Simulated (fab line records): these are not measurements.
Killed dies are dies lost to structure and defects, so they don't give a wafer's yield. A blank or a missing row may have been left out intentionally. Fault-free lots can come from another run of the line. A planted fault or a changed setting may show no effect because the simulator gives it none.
fab line records ; flow sfqLine
record lots=6; wafers=18; lastDay=92
route steps=325 shown R5@216 I5@228 C5@240 M6@251
lots that met no fault: taken from a fault-free run of the same line
startH: hours from the record's first day to the start of the lot's first wafer shown ; waitH: time in hours since the lot's previous step ; " as in the row above ; L1.1+2: one row covering several wafers at once ; - value missing, or start not given ; * or withheld: withheld ; < > ~ a bound
route shown NAME@n: a module of which the file shows steps, and the number in the route of the first ; usual: mean/standard deviation of fault-free wafers ; same: alike in all rows ; chamber/n: place in a boat ; sites: the reading at each site ; _std_site: standard deviation of those values ; _edge_site: the outer-site mean with the inner-site mean subtracted ; radiusMm: how far each site lies from the wafer's centre ; mask NAME#n: copy n ; behind: the last tool/chamber to shape the wafer ; hold: why the lot was held/for how many hours/how that ended ; device: names the non-switching transistor (n, p or np) ; end of line: tests of these same wafers at the route's end ; where a step has no rows: the recipe by itself ; killed: the dies lost at the first sort to structure and to defects; this is not the yield of the wafer ; map: the dies of a wafer, with x for killed, . for not killed, _ for no die there
set.NAME: the setting that was run; set.NAME@STEP: the one run at that earlier step ; model.NAME: the simulator's own value behind a step, which no gauge read
lots at some steps of the route; a table a step, a row a wafer
services: the hour from which a tool's chamber was out of use, counted from the record's first day as startH (under 0 if before that day), plus the number of hours and why
## steps
# step SFQ_R5_THK_MEAS_934
# recipe thkMeasGauge=xrf; reads=MoNx_of_TRILAYER_R5_DEP_SPUTTER_133
# usual R5_MONX_THK=39.8/0.47
lot.wafer;tool;chamber;startH;waitH;R5_MONX_THK[nm]
L787.2;filmMetro-01;-;1351.79;0.1;39.5
L787.5;filmMetro-01;-;1351.79;0.1;39.5
L787.6;filmMetro-01;-;1351.79;0.1;40.0
L795.1;filmMetro-02;-;1465.61;0.1;40.3
L795.5;filmMetro-02;-;1465.61;0.1;40.1
L795.6;filmMetro-02;-;1465.61;0.1;40.0
L797.1;filmMetro-02;-;1471.61;0.1;39.7
L797.2;filmMetro-02;-;1471.61;0.1;39.8
L797.6;filmMetro-02;-;1471.61;0.1;39.3
L798.1;filmMetro-03;-;1473.80;0.1;40.1
L798.5;filmMetro-03;-;1473.80;0.1;40.3
L798.6;filmMetro-03;-;1473.80;0.1;40.2
L805.1;filmMetro-01;-;1598.76;0.1;40.0
L805.2;filmMetro-01;-;1598.76;0.1;40.7
L805.3;filmMetro-01;-;1598.76;0.1;40.0
L806.1;filmMetro-03;-;1604.56;0.1;40.0
L806.3;filmMetro-03;-;1604.56;0.1;39.6
L806.6;filmMetro-03;-;1604.56;0.1;40.1
# step SFQ_TRILAYER_R5_LITHO_COAT_141
# recipe resist=BARC; spinRpm=3000; resistThkNm=62
# step SFQ_TRILAYER_R5_LITHO_COAT_136
# recipe resist=KrF; spinRpm=3000; resistThkNm=600
# step SFQ_TRILAYER_R5_LITHO_SOFTBAKE_140
# recipe tempC=withheld; timeS=withheld; resist=KrF
# step SFQ_TRILAYER_R5_LITHO_EXPOSE_137
# recipe maskId=R5; na=0.6; sourceShape=conventional; sigmaOuter=0.65; targetCdNm=500; doseMj=14.4
# step SFQ_TRILAYER_R5_LITHO_PEB_139
# recipe pebTempC=115; pebTimeS=60; resist=KrF
# step SFQ_TRILAYER_R5_LITHO_DEVELOP_138
# recipe timeS=60; resist=KrF
# step SFQ_R5_OVL_MEAS_935
# usual R5_OVL=-5/5.6
lot.wafer;tool;chamber;startH;waitH;R5_OVL[nm]
L787.2;overlay-01;-;1479.02;0.1;-1
L787.5;overlay-01;-;1479.02;0.1;4
L787.6;overlay-01;-;1479.02;0.1;-2
L795.1;overlay-01;-;1573.99;0.1;-1
L795.5;overlay-01;-;1573.99;0.1;-2
L795.6;overlay-01;-;1573.99;0.1;4
L797.1;overlay-02;-;1583.44;0.1;3
L797.2;overlay-02;-;1583.44;0.1;5
L797.6;overlay-02;-;1583.44;0.1;6
L798.1;overlay-02;-;1584.64;0.1;-6
L798.5;overlay-02;-;1584.64;0.1;-7
L798.6;overlay-02;-;1584.64;0.1;-7
L805.1;overlay-02;-;1697.36;0.1;-14
L805.2;overlay-02;-;1697.36;0.1;-2
L805.3;overlay-02;-;1697.36;0.1;-15
L806.1;overlay-02;-;1699.76;0.1;-5
L806.3;overlay-02;-;1699.76;0.1;-9
L806.6;overlay-02;-;1699.76;0.1;-1
# step SFQ_TRILAYER_R5_BARC_OPEN_METAL_ETCH_177
# recipe maskMaterial=PR; chemistry=O2; targetDepthNm=125; target=BARC; icpW=600; biasW=80; pressureMtorr=10; timeS=41.7
# step SFQ_TRILAYER_R5_ETCH_METAL_ETCH_139
# recipe stopOn=SiO2; maskMaterial=PR; chemistry=Cl2; targetDepthNm=60; icpW=600; biasW=80; pressureMtorr=10; timeS=40
# usual chamberPressureMTorr=10.000/0.0088; drypumpMotorCurrentA=6.3/0.47; oesProductAu=0.989/0.0052
lot.wafer;tool;chamber;startH;waitH;chamberPressureMTorr;drypumpMotorCurrentA;oesProductAu;rfHoursCounterH
L787.2;rieMetal-04;1;1479.11;0.0;9.995;6.2;0.984;103
L787.5;rieMetal-04;1;1479.11;0.0;9.996;6.2;0.997;-
L787.6;rieMetal-04;0;1479.11;0.0;10.014;5.7;0.984;-
L795.1;rieMetal-03;0;1574.09;0.0;9.996;5.4;0.987;112
L795.5;rieMetal-03;0;1574.09;0.0;9.999;5.4;0.985;-
L795.6;rieMetal-03;1;1574.09;0.0;10.004;6.3;0.980;-
L797.1;rieMetal-03;1;1583.53;0.0;9.987;6.3;0.985;72
L797.2;rieMetal-03;0;1583.53;0.0;10.012;5.5;0.995;113
L797.6;rieMetal-03;0;1583.53;0.0;9.997;5.5;0.989;-
L798.1;rieMetal-02;0;1584.73;0.0;10.003;6.4;0.997;13
L798.5;rieMetal-02;0;1584.73;0.0;10.001;6.4;0.983;-
L798.6;rieMetal-02;1;1584.73;0.0;10.023;6.8;0.994;-
L805.1;rieMetal-02;1;1697.45;0.0;9.989;6.8;0.996;83
L805.2;rieMetal-02;0;1697.45;0.0;10.006;6.4;0.990;27
L805.3;rieMetal-02;0;1697.45;0.0;9.988;6.4;0.985;-
L806.1;rieMetal-03;1;1699.85;0.0;9.998;6.3;0.986;85
L806.3;rieMetal-03;1;1699.85;0.0;9.990;6.3;0.988;-
L806.6;rieMetal-03;0;1699.85;0.0;9.999;5.4;0.996;-
# step SFQ_TRILAYER_R5_STRIP_STRIP_140
# recipe gas=O2; powerW=200; platenTempC=40; overashFraction=0.65; chemistry=O2; pressureMtorr=50
# usual chamberPressureMTorr=50.00/0.049; drypumpMotorCurrentA=6.2/0.46; oesProductAu=0.998/0.0076; platenTempC=40.00/0.13
lot.wafer;tool;chamber;startH;waitH;chamberPressureMTorr;drypumpMotorCurrentA;oesProductAu;platenTempC;rfHoursCounterH
L787.2;rieMetal-04;1;1479.17;0.0;49.91;6.3;1.013;40.01;103
L787.5;rieMetal-04;1;1479.17;0.0;50.07;6.3;1.009;40.12;-
L787.6;rieMetal-04;0;1479.17;0.0;49.97;5.7;1.012;39.99;-
L795.1;rieMetal-03;0;1574.15;0.0;50.04;5.5;0.994;39.90;112
L795.5;rieMetal-03;0;1574.15;0.0;49.98;5.4;0.996;39.95;-
L795.6;rieMetal-03;1;1574.15;0.0;50.04;6.3;0.995;39.76;-
L797.1;rieMetal-03;1;1583.59;0.0;49.99;6.3;0.987;40.15;72
L797.2;rieMetal-03;0;1583.59;0.0;50.00;5.4;0.999;39.83;113
L797.6;rieMetal-03;0;1583.59;0.0;49.99;5.4;0.992;40.04;-
L798.1;rieMetal-02;0;1584.79;0.0;49.97;6.4;0.983;40.10;13
L798.5;rieMetal-02;0;1584.79;0.0;50.02;6.4;0.995;40.11;-
L798.6;rieMetal-02;1;1584.79;0.0;49.95;6.8;1.006;39.99;-
L805.1;rieMetal-02;1;1697.51;0.0;50.11;6.8;0.997;39.97;83
L805.2;rieMetal-02;0;1697.51;0.0;49.99;6.4;1.003;40.21;27
L805.3;rieMetal-02;0;1697.51;0.0;49.96;6.4;1.000;40.02;-
L806.1;rieMetal-03;1;1699.91;0.0;50.01;6.3;0.989;39.85;85
L806.3;rieMetal-03;1;1699.91;0.0;50.01;6.3;0.985;39.85;-
L806.6;rieMetal-03;0;1699.91;0.0;50.00;5.4;0.988;40.01;-
# step SFQ_TRILAYER_R5_STRIP_SOLV_CLEAN_141
# recipe chemistry=NMP; tempC=70; timeS=600
# step SFQ_TRILAYER_A5C_DEP_PECVD_142
# recipe material=SiO2; tempC=150; timeS=15.556; pressureTorr=2.4; rfW=183.3; precursor=SiH4/N2O; targetThkNm=70
# usual chamberPressureTorr=2.400/0.0051; heaterPowerW=83/13; susceptorTempC=150.02/0.14; throttleValvePct=24.5/1.4
lot.wafer;tool;chamber;startH;waitH;chamberPressureTorr;heaterPowerW;susceptorTempC;throttleValvePct;model.SiO2_of_TRILAYER_A5C_DEP_PECVD_142.thkNm
L787.2;pecvd-02;1;1479.94;0.0;2.401;67;150.12;26.9;70.02
L787.5;pecvd-02;2;1479.94;0.0;2.399;76;150.12;24.6;70.4
L787.6;pecvd-02;0;1479.94;0.0;2.400;101;150.20;26.4;70.41
L795.1;pecvd-02;0;1574.94;0.0;2.393;101;150.05;26.5;70.02
L795.5;pecvd-02;1;1574.94;0.0;2.404;58;149.96;26.9;70.11
L795.6;pecvd-02;0;1574.94;0.0;2.400;103;150.10;26.6;75.74
L797.1;pecvd-02;2;1584.37;0.0;2.403;64;149.97;24.5;68.73
L797.2;pecvd-02;1;1584.37;0.0;2.394;57;150.13;27.0;69.56
L797.6;pecvd-02;2;1584.37;0.0;2.404;66;150.12;24.3;75.67
L798.1;pecvd-01;2;1585.57;0.0;2.395;80;150.13;23.7;68.95
L798.5;pecvd-01;0;1585.57;0.0;2.400;77;150.38;24.0;70.06
L798.6;pecvd-01;2;1585.57;0.0;2.400;78;149.91;23.1;68.87
L805.1;pecvd-01;0;1698.28;0.0;2.387;86;150.05;24.2;69.13
L805.2;pecvd-01;2;1698.28;0.0;2.396;87;149.75;23.3;69.58
L805.3;pecvd-01;1;1698.28;0.0;2.396;83;149.88;23.1;69.58
L806.1;pecvd-02;0;1700.68;0.0;2.399;110;150.06;23.6;69.64
L806.3;pecvd-02;2;1700.68;0.0;2.404;76;150.08;22.2;70
L806.6;pecvd-02;0;1700.68;0.0;2.400;111;150.18;23.4;71.08
# step SFQ_TRILAYER_I5_LITHO_COAT_149
# recipe resist=BARC; spinRpm=3000; resistThkNm=62
# step SFQ_TRILAYER_I5_LITHO_COAT_144
# recipe resist=KrF; spinRpm=3000; resistThkNm=650
# step SFQ_TRILAYER_I5_LITHO_SOFTBAKE_148
# recipe tempC=withheld; timeS=withheld; resist=KrF
# step SFQ_TRILAYER_I5_LITHO_EXPOSE_145
# recipe maskId=I5; na=0.6; sourceShape=conventional; sigmaOuter=0.65; targetCdNm=700; doseMj=21.3
# step SFQ_TRILAYER_I5_LITHO_PEB_147
# recipe pebTempC=115; pebTimeS=60; resist=KrF
# step SFQ_TRILAYER_I5_LITHO_DEVELOP_146
# recipe timeS=60; resist=KrF
# step SFQ_I5_OVL_MEAS_936
# usual I5_OVL=4/5.7
lot.wafer;tool;chamber;startH;waitH;I5_OVL[nm]
L787.2;overlay-02;-;1487.66;0.1;4
L787.5;overlay-02;-;1487.66;0.1;-7
L787.6;overlay-02;-;1487.66;0.1;4
L795.1;overlay-02;-;1681.76;0.1;3
L795.5;overlay-02;-;1681.76;0.1;10
L795.6;overlay-02;-;1681.76;0.1;4
L797.1;overlay-02;-;1686.56;0.1;14
L797.2;overlay-02;-;1686.56;0.1;-2
L797.6;overlay-02;-;1686.56;0.1;5
L798.1;overlay-01;-;1687.76;0.1;5
L798.5;overlay-01;-;1687.76;0.1;5
L798.6;overlay-01;-;1687.76;0.1;6
L805.1;overlay-02;-;1796.16;0.1;5
L805.2;overlay-02;-;1796.16;0.1;10
L805.3;overlay-02;-;1796.16;0.1;3
L806.1;overlay-01;-;1797.36;0.1;-3
L806.3;overlay-01;-;1797.36;0.1;-4
L806.6;overlay-01;-;1797.36;0.1;7
# step SFQ_TRILAYER_I5_BARC_OPEN_VIA_ETCH_200
# recipe maskMaterial=PR; chemistry=O2; targetDepthNm=125; target=BARC; sourceW=500; biasW=80; pressureMtorr=30; timeS=41.7
# step SFQ_TRILAYER_I5_ETCH_VIA_ETCH_147
# recipe stopOn=Nb; maskMaterial=PR; chemistry=CHF3; targetDepthNm=360; sourceW=500; biasW=80; pressureMtorr=30; timeS=withheld
# usual chamberPressureMTorr=30.002/0.027; drypumpMotorCurrentA=5.8/0.49; oesProductAu=0.990/0.0052
lot.wafer;tool;chamber;startH;waitH;chamberPressureMTorr;drypumpMotorCurrentA;oesProductAu
L787.2;rieDiel-04;2;1487.73;0.0;30.007;5.3;0.990
L787.5;rieDiel-04;0;1487.73;0.0;29.974;5.9;0.990
L787.6;rieDiel-04;2;1487.73;0.0;30.073;5.4;0.992
L795.1;rieDiel-01;0;1681.83;0.0;29.975;5.8;0.987
L795.5;rieDiel-01;2;1681.83;0.0;29.997;5.1;0.991
L795.6;rieDiel-01;3;1681.83;0.0;29.996;6.6;0.989
L797.1;rieDiel-04;0;1686.63;0.0;29.922;5.8;0.982
L797.2;rieDiel-04;1;1686.63;0.0;30.010;5.6;0.981
L797.6;rieDiel-04;1;1686.63;0.0;29.997;5.6;0.994
L798.1;rieDiel-03;3;1687.83;0.0;30.049;4.9;0.994
L798.5;rieDiel-03;0;1687.83;0.0;30.013;5.7;0.994
L798.6;rieDiel-03;3;1687.83;0.0;30.027;4.9;0.982
L805.1;rieDiel-04;2;1796.23;0.0;29.999;5.4;0.982
L805.2;rieDiel-04;1;1796.23;0.0;30.048;5.6;0.990
L805.3;rieDiel-04;0;1796.23;0.0;30.002;5.8;0.987
L806.1;rieDiel-01;2;1797.43;0.0;29.969;5.1;0.988
L806.3;rieDiel-01;3;1797.43;0.0;29.978;6.6;0.987
L806.6;rieDiel-01;0;1797.43;0.0;30.002;5.8;0.976
# step SFQ_TRILAYER_I5_STRIP_STRIP_148
# recipe gas=O2; powerW=200; platenTempC=40; overashFraction=0.65; chemistry=O2; pressureMtorr=50
# usual chamberPressureMTorr=50.00/0.045; drypumpMotorCurrentA=6.1/0.44; oesProductAu=0.999/0.0066; platenTempC=39.99/0.11
lot.wafer;tool;chamber;startH;waitH;chamberPressureMTorr;drypumpMotorCurrentA;oesProductAu;platenTempC;rfHoursCounterH
L787.2;rieMetal-02;0;1487.88;-;49.93;6.4;0.998;40.11;3
L787.5;rieMetal-02;1;1487.88;-;50.06;6.8;1.022;40.00;-
L787.6;rieMetal-02;0;1487.88;-;49.98;6.4;0.999;39.98;-
L795.1;rieMetal-02;0;1681.98;-;50.00;6.4;0.997;39.98;25
L795.5;rieMetal-02;1;1681.98;-;50.02;6.8;1.003;40.02;-
L795.6;rieMetal-02;0;1681.98;-;49.90;6.4;1.011;40.06;-
L797.1;rieMetal-01;0;1686.78;-;50.04;5.7;1.001;40.09;82
L797.2;rieMetal-01;1;1686.78;-;49.97;5.9;0.997;40.05;22
L797.6;rieMetal-01;0;1686.78;-;50.06;5.7;0.991;39.95;-
L798.1;rieMetal-03;1;1687.98;-;50.05;6.3;1.000;39.85;83
L798.5;rieMetal-03;0;1687.98;-;49.98;5.4;0.992;39.98;-
L798.6;rieMetal-03;1;1687.98;-;50.06;6.3;0.996;39.91;-
L805.1;rieMetal-03;1;1796.38;-;50.02;6.3;0.992;39.84;103
L805.2;rieMetal-03;1;1796.38;-;49.99;6.3;0.994;39.94;-
L805.3;rieMetal-03;1;1796.38;-;50.00;6.3;0.988;39.76;-
L806.1;rieMetal-02;1;1797.58;-;50.09;6.8;1.006;40.06;100
L806.3;rieMetal-02;0;1797.58;-;50.06;6.3;1.004;40.07;-
L806.6;rieMetal-02;1;1797.58;-;50.10;6.8;1.008;39.91;-
# step SFQ_TRILAYER_I5_STRIP_SOLV_CLEAN_149
# recipe chemistry=NMP; tempC=70; timeS=600
# step SFQ_TRILAYER_C5_LITHO_COAT_156
# recipe resist=BARC; spinRpm=3000; resistThkNm=62
# step SFQ_TRILAYER_C5_LITHO_COAT_151
# recipe resist=KrF; spinRpm=3000; resistThkNm=650
# step SFQ_TRILAYER_C5_LITHO_SOFTBAKE_155
# recipe tempC=withheld; timeS=withheld; resist=KrF
# step SFQ_TRILAYER_C5_LITHO_EXPOSE_152
# recipe maskId=C5; na=0.6; sourceShape=conventional; sigmaOuter=0.65; targetCdNm=500; doseMj=21.3
# step SFQ_TRILAYER_C5_LITHO_PEB_154
# recipe pebTempC=115; pebTimeS=60; resist=KrF
# step SFQ_TRILAYER_C5_LITHO_DEVELOP_153
# recipe timeS=60; resist=KrF
# step SFQ_C5_OVL_MEAS_937
# usual C5_OVL=-2/6.3
lot.wafer;tool;chamber;startH;waitH;C5_OVL[nm]
L787.2;overlay-01;-;1606.40;0.1;-7
L787.5;overlay-01;-;1606.40;0.1;-11
L787.6;overlay-01;-;1606.40;0.1;-5
L795.1;overlay-02;-;1786.56;0.1;-11
L795.5;overlay-02;-;1786.56;0.1;-11
L795.6;overlay-02;-;1786.56;0.1;-9
L797.1;overlay-01;-;1790.16;0.1;1
L797.2;overlay-01;-;1790.16;0.1;1
L797.6;overlay-01;-;1790.16;0.1;2
L798.1;overlay-01;-;1792.56;0.1;3
L798.5;overlay-01;-;1792.56;0.1;2
L798.6;overlay-01;-;1792.56;0.1;-6
L805.1;overlay-01;-;1861.06;0.1;-1
L805.2;overlay-01;-;1861.06;0.1;-7
L805.3;overlay-01;-;1861.06;0.1;-3
L806.1;overlay-01;-;1862.26;0.1;-3
L806.3;overlay-01;-;1862.26;0.1;-3
L806.6;overlay-01;-;1862.26;0.1;-5
# step SFQ_TRILAYER_C5_BARC_OPEN_VIA_ETCH_210
# recipe maskMaterial=PR; chemistry=O2; targetDepthNm=125; target=BARC; sourceW=500; biasW=80; pressureMtorr=30; timeS=41.7
# usual chamberPressureMTorr=29.999/0.027; drypumpMotorCurrentA=5.9/0.42; oesProductAu=0.685/0.0047
lot.wafer;tool;chamber;startH;waitH;chamberPressureMTorr;drypumpMotorCurrentA;oesProductAu;rfHoursCounterH
L787.2;rieDiel-04;1;1606.43;0.0;29.991;5.6;0.696;8
L787.5;rieDiel-04;2;1606.43;0.0;30.008;5.3;0.688;-
L787.6;rieDiel-04;1;1606.43;0.0;30.041;5.7;0.683;-
L795.1;rieDiel-02;2;1786.59;0.0;30.014;5.6;0.685;15
L795.5;rieDiel-02;2;1786.59;0.0;30.022;5.7;0.691;-
L795.6;rieDiel-02;3;1786.59;0.0;29.935;6.1;0.683;-
L797.1;rieDiel-01;0;1790.19;0.0;29.994;5.8;0.688;7
L797.2;rieDiel-01;2;1790.19;0.0;29.936;5.1;0.689;4
L797.6;rieDiel-01;1;1790.19;0.0;29.998;6.2;0.685;-
L798.1;rieDiel-02;3;1792.59;0.0;30.059;6.1;0.688;20
L798.5;rieDiel-02;2;1792.59;0.0;29.972;5.6;0.685;-
L798.6;rieDiel-02;3;1792.59;0.0;30.047;6.1;0.688;-
L805.1;rieDiel-02;2;1861.09;0.0;29.964;5.6;0.690;16
L805.2;rieDiel-02;3;1861.09;0.0;30.005;6.2;0.677;1
L805.3;rieDiel-02;0;1861.09;0.0;30.014;6.2;0.678;0
L806.1;rieDiel-01;0;1862.29;0.0;30.003;5.8;0.679;8
L806.3;rieDiel-01;3;1862.29;0.0;29.951;6.6;0.689;15
L806.6;rieDiel-01;2;1862.29;0.0;29.999;5.1;0.690;-
# step SFQ_TRILAYER_C5_ETCH_VIA_ETCH_154
# recipe target=SiO2; maskMaterial=PR; chemistry=CHF3; targetDepthNm=84; sourceW=500; biasW=80; pressureMtorr=30; timeS=withheld; stopOn=Nb
# usual chamberPressureMTorr=30.002/0.025; drypumpMotorCurrentA=5.9/0.42; oesProductAu=0.895/0.008
lot.wafer;tool;chamber;startH;waitH;chamberPressureMTorr;drypumpMotorCurrentA;oesProductAu;model.etch.depthNm;model.C5.featureDepthNm
L787.2;rieDiel-04;1;1606.47;0.0;30.007;5.6;0.899;70.02;70.02
L787.5;rieDiel-04;2;1606.47;0.0;29.981;5.4;0.897;70.4;70.4
L787.6;rieDiel-04;1;1606.47;0.0;29.997;5.7;0.897;70.41;70.41
L795.1;rieDiel-02;2;1786.63;0.0;29.991;5.6;0.899;70.02;70.02
L795.5;rieDiel-02;2;1786.63;0.0;30.038;5.6;0.897;70.11;70.11
L795.6;rieDiel-02;3;1786.63;0.0;29.936;6.1;0.935;75.74;75.74
L797.1;rieDiel-01;0;1790.23;0.0;30.010;5.8;0.889;68.73;68.73
L797.2;rieDiel-01;2;1790.23;0.0;29.979;5.1;0.887;69.56;69.56
L797.6;rieDiel-01;1;1790.23;0.0;30.006;6.2;0.928;75.67;75.67
L798.1;rieDiel-02;3;1792.63;0.0;30.017;6.2;0.891;68.95;68.95
L798.5;rieDiel-02;2;1792.63;0.0;29.989;5.6;0.904;70.06;70.06
L798.6;rieDiel-02;3;1792.63;0.0;30.013;6.1;0.885;68.87;68.87
L805.1;rieDiel-02;2;1861.13;0.0;29.980;5.6;0.888;69.13;69.13
L805.2;rieDiel-02;3;1861.13;0.0;29.994;6.1;0.901;69.58;69.58
L805.3;rieDiel-02;0;1861.13;0.0;30.034;6.2;0.888;69.58;69.58
L806.1;rieDiel-01;0;1862.33;0.0;29.986;5.8;0.891;69.64;69.64
L806.3;rieDiel-01;3;1862.33;0.0;29.996;6.6;0.889;70;70
L806.6;rieDiel-01;2;1862.33;0.0;29.972;5.1;0.901;71.08;71.08
# step SFQ_TRILAYER_C5_STRIP_STRIP_155
# recipe gas=O2; powerW=200; platenTempC=40; overashFraction=0.65; chemistry=O2; pressureMtorr=50
# step SFQ_TRILAYER_C5_STRIP_SOLV_CLEAN_156
# recipe chemistry=NMP; tempC=70; timeS=600
# step SFQ_TRILAYER_M6_DEP_PRE_CLEAN_158
# recipe gas=Ar; timeS=22.5; biasV=250
lot.wafer;tool;chamber;startH;waitH;model.SiO2_of_TRILAYER_A5C_DEP_PECVD_142.thkNm
L787.2;pvdSputter-03;-;1607.29;0.0;62.52
L787.5;pvdSputter-03;-;1607.29;0.0;62.9
L787.6;pvdSputter-03;-;1607.29;0.0;62.91
L795.1;pvdSputter-06;-;1787.46;0.0;62.52
L795.5;pvdSputter-06;-;1787.46;0.0;62.61
L795.6;pvdSputter-06;-;1787.46;0.0;68.24
L797.1;pvdSputter-03;-;1791.06;0.0;61.23
L797.2;pvdSputter-03;-;1791.06;0.0;62.06
L797.6;pvdSputter-03;-;1791.06;0.0;68.17
L798.1;pvdSputter-06;-;1793.46;0.0;61.45
L798.5;pvdSputter-06;-;1793.46;0.0;62.56
L798.6;pvdSputter-06;-;1793.46;0.0;61.37
L805.1;pvdSputter-05;-;1861.96;0.0;61.63
L805.2+3;pvdSputter-05;-;1861.96;0.0;62.08
L806.1;pvdSputter-03;-;1863.16;0.0;62.14
L806.3;pvdSputter-03;-;1863.16;0.0;62.5
L806.6;pvdSputter-03;-;1863.16;0.0;63.58
# step SFQ_TRILAYER_M6_DEP_SPUTTER_157
# recipe material=Nb; basePressurePa=1.33e-06; chamberPressurePa=0.1333; substrateTempC=20; targetThkNm=200; powerW=2000; timeS=133.3
## services
tool;chamber;startH;hours;kind
rieMetal-02;-;1457.38;5.9;repair
rieDiel-02;-;1460.33;0.1;repair
rieDiel-01;-;1471.41;0.5;repair
rieDiel-04;1;1474.92;14.7;repair
rieDiel-01;2;1488.46;1.7;repair
rieDiel-02;0;1516.96;5.9;repair
rieMetal-03;1;1519.43;3.0;repair
rieDiel-04;2;1523.78;4.5;repair
rieDiel-02;3;1546.45;7.5;repair
rieDiel-02;-;1571.15;1.2;repair
rieDiel-02;3;1592.21;28.2;repair
rieMetal-03;-;1625.62;2.8;pm
rieDiel-02;0;1637.76;4.5;repair
rieDiel-01;0;1655.41;5.1;repair
rieDiel-01;1;1705.11;4.1;repair
rieMetal-02;-;1719.87;0.2;repair
rieMetal-03;-;1772.94;0.4;repair
rieMetal-03;0;1795.07;17.4;repair
rieDiel-01;-;1800.51;1.2;repair
rieMetal-02;0;1816.86;16.9;repair
rieMetal-03;-;1822.11;0.4;repair
rieMetal-02;-;1832.20;5.5;repair
rieDiel-01;0;1841.60;5.4;repair
rieDiel-02;2;1845.66;3.3;repair
## key
firstSign step=SFQ_TRILAYER_C5_ETCH_VIA_ETCH_154; reading=oesProductAu; direction=up; sigmas=4.6; usual=0.895; struck=0.932
effect none on later readings
modelEffect step=SFQ_TRILAYER_A5C_DEP_PECVD_142; value=SiO2_of_TRILAYER_A5C_DEP_PECVD_142.thkNm; without=70.44; struck=75.7
modelEffect step=SFQ_TRILAYER_C5_ETCH_VIA_ETCH_154; value=etch.depthNm; without=70.44; struck=75.7
modelEffect step=SFQ_TRILAYER_M6_DEP_PRE_CLEAN_158; value=SiO2_of_TRILAYER_A5C_DEP_PECVD_142.thkNm; without=62.94; struck=68.2
metAt SFQ_TRILAYER_A5C_DEP_PECVD_142
struckWafers L795.6,L797.6
onsetBetween 1479.94 1574.94
fault kind=processParameterDrift; tool=pecvd-02; chamber=-; onsetH=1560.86; steps=SFQ_TRILAYER_A5C_DEP_PECVD_142; channel=timeS; offset=*; shape=step; endH=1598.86; scope=struckWafersOnly; actsIn=*; stated=*
